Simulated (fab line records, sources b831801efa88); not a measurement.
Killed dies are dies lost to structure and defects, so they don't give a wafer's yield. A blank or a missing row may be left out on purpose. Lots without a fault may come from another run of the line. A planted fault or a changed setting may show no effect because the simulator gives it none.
Which tool did it? | flow sky130 | 12 lots, 36 wafers sampled, at 4 steps of a route of 708

WHAT THE GAUGES READ, wafer by wafer
SKY_PASSIVATION_THK_MEAS_01. Usual: PASSIVATION_CVD_00_THK 89.7 nm, standard deviation 1.
lot  | measured     | on            | PASSIVATION_CVD_00_THK (nm) | flag
L626 | day 43 09:11 | film_metro-01 | 89.5 88.5 90.5              |
L628 | day 44 23:22 | film_metro-02 | 88.4 89.9 90.6              |
L629 | day 45 05:09 | film_metro-02 | 88.1 89.9 90.3              |
L631 | day 45 21:32 | film_metro-03 | 90.6 90.2 91.6              |
L633 | day 45 21:53 | film_metro-01 | 89.5 90.8 90.4              |
L632 | day 46 00:02 | film_metro-03 | 88.6 89.2 91.8              |
L635 | day 46 02:02 | film_metro-03 | 88.4 88.6 89.7              |
L638 | day 46 22:59 | film_metro-03 | 90.9 90.5 91.0              |
L639 | day 47 08:16 | film_metro-02 | 89.5 89.0 89.7              |
L640 | day 47 14:41 | film_metro-03 | 89.0 88.6 89.8              |
L642 | day 47 19:50 | film_metro-03 | 89.7 90.0 88.4              |
L645 | day 49 00:23 | film_metro-02 | 89.6 90.6 91.2              |

SKY_PASSIVATION_THK_MEAS_03. Usual: PASSIVATION_CVD_02_THK 539 nm, standard deviation 6.8.
lot  | measured     | on            | PASSIVATION_CVD_02_THK (nm) | flag
L626 | day 43 09:34 | film_metro-03 | 535 538 549                 |
L628 | day 44 23:40 | film_metro-02 | 537 535 538                 |
L629 | day 45 05:26 | film_metro-03 | 534 535 541                 |
L631 | day 45 21:49 | film_metro-03 | 533 539 543                 |
L633 | day 45 22:10 | film_metro-01 | 536 554 542                 |
L632 | day 46 00:19 | film_metro-03 | 543 539 547                 |
L635 | day 46 02:19 | film_metro-03 | 530 537 541                 |
L638 | day 46 23:16 | film_metro-02 | 541 549 551                 |
L639 | day 47 08:34 | film_metro-03 | 539 549 555                 |
L640 | day 47 14:59 | film_metro-01 | 539 541 551                 |
L642 | day 47 20:08 | film_metro-01 | 541 539 538                 |
L645 | day 49 00:47 | film_metro-01 | 531 536 535                 |

WHICH TOOL RAN EACH LOT (tool, then ch and the chambers of the sampled wafers, then the start)
lot  | SKY_CAP2M_METAL_ETCH_13           | SKY_VIA4_CVD_18
L626 | rie_metal-01 ch 0,1, day 40 07:29 | cvd_w-01 ch 0,1, day 42 09:44
L628 | rie_metal-04 ch 0,1, day 41 23:29 | cvd_w-02 ch 0,1, day 44 00:06
L629 | rie_metal-03 ch 0,1, day 42 06:56 | cvd_w-02 ch 0, day 44 06:28
L631 | rie_metal-04 ch 0,1, day 42 23:38 | cvd_w-01 ch 0,1, day 44 22:50
L633 | rie_metal-01 ch 0,1, day 43 00:56 | cvd_w-02 ch 0,1, day 44 22:54
L632 | rie_metal-03 ch 0,1, day 43 02:28 | cvd_w-01 ch 0,1, day 45 01:51
L635 | rie_metal-03 ch 0,1, day 43 04:55 | cvd_w-01 ch 0,1, day 45 03:41
L638 | rie_metal-03 ch 1, day 44 03:00   | cvd_w-01 ch 0,1, day 46 00:54
L639 | rie_metal-03 ch 1, day 44 13:10   | cvd_w-02 ch 0,1, day 46 10:20
L640 | rie_metal-03 ch 0,1, day 44 20:14 | cvd_w-01 ch 0, day 46 16:59
L642 | rie_metal-03 ch 1, day 45 01:39   | cvd_w-01 ch 0,1, day 46 21:14
L645 | rie_metal-03 ch 1, day 46 07:25   | cvd_w-01 ch 0,1, day 48 03:52
- SKY_CAP2M_METAL_ETCH_13: etches TiN in Cl2/BCl3, stops on SiO2, target depth 220 nm, time 62.9 s.
- SKY_VIA4_CVD_18: deposits W, target thk 505 nm, time 152.14 s.

WHAT THE TOOLS THEMSELVES READ (means of the sampled wafers that have a number; where no wafer has one, the mark that the record gives instead)
SKY_CAP2M_METAL_ETCH_13. Usual: bcl3_flow_sccm 30.00 sccm, standard deviation 0.091; drypump_motor_current_A 5.6 A, standard deviation 0.37; mfc_cl2_sccm 60.01 sccm, standard deviation 0.17; oes_product_au 0.942 a.u., standard deviation 0.0068; throttle_valve_pct 21.899 %, standard deviation 0.0093.
lot  | tool         | bcl3_flow_sccm (sccm) | drypump_motor_current_A (A) | mfc_cl2_sccm (sccm) | oes_product_au (a.u.) | throttle_valve_pct (%) | flag
L626 | rie_metal-01 | 29.96                 | 6.4                         | 59.97               | 0.943                 | 21.896                 |
L628 | rie_metal-04 | 29.98                 | 5.5                         | 59.73               | 0.941                 | 21.895                 |
L629 | rie_metal-03 | 30.05                 | 5.4                         | 59.91               | 0.941                 | 21.897                 |
L631 | rie_metal-04 | 29.95                 | 5.5                         | 60.04               | 0.944                 | 21.901                 |
L633 | rie_metal-01 | 30.05                 | 6.4                         | 60.15               | 0.940                 | 21.894                 |
L632 | rie_metal-03 | 29.99                 | 5.3                         | 60.02               | 0.943                 | 21.901                 |
L635 | rie_metal-03 | 29.95                 | 5.4                         | 59.92               | 0.946                 | 21.899                 |
L638 | rie_metal-03 | 30.10                 | 5.5                         | 60.10               | 0.950                 | 21.901                 |
L639 | rie_metal-03 | 29.96                 | 5.5                         | 59.95               | 0.933                 | 21.909                 |
L640 | rie_metal-03 | 30.05                 | 5.3                         | 59.89               | 0.942                 | 21.896                 |
L642 | rie_metal-03 | 29.98                 | 5.5                         | 59.97               | 0.939                 | 21.896                 |
L645 | rie_metal-03 | 30.02                 | 5.5                         | 60.21               | 0.949                 | 21.895                 |

SKY_VIA4_CVD_18. Usual: heater_power_w 864 W, standard deviation 92.
lot  | tool     | heater_power_w (W) | flag
L626 | cvd_w-01 | 818                |
L628 | cvd_w-02 | 869                |
L629 | cvd_w-02 | 1038               |
L631 | cvd_w-01 | 811                |
L633 | cvd_w-02 | 871                |
L632 | cvd_w-01 | 827                |
L635 | cvd_w-01 | 827                |
L638 | cvd_w-01 | 831                |
L639 | cvd_w-02 | 894                |
L640 | cvd_w-01 | 842                |
L642 | cvd_w-01 | 838                |
L645 | cvd_w-01 | 820                |

THE ANSWER, worked out from the rows above alone
Rule: a lot is off if the mean of its wafers that have a number lies more than 3 standard deviations from the usual mean. A lot without any number at a reading at which 4 lots or more have one is off too. The other lots that the step has rows for count as sound. The gauges are gone through in route order, then the tools' own readings, and for those a lot's mean is taken as printed above. The first step at which some lot is off is used, and at that step the reading that is off furthest; a lot without a number counts as furthest.
No lot is off at any reading shown: from this, nothing can be told.

WHAT THE SIMULATOR HAD PUT IN
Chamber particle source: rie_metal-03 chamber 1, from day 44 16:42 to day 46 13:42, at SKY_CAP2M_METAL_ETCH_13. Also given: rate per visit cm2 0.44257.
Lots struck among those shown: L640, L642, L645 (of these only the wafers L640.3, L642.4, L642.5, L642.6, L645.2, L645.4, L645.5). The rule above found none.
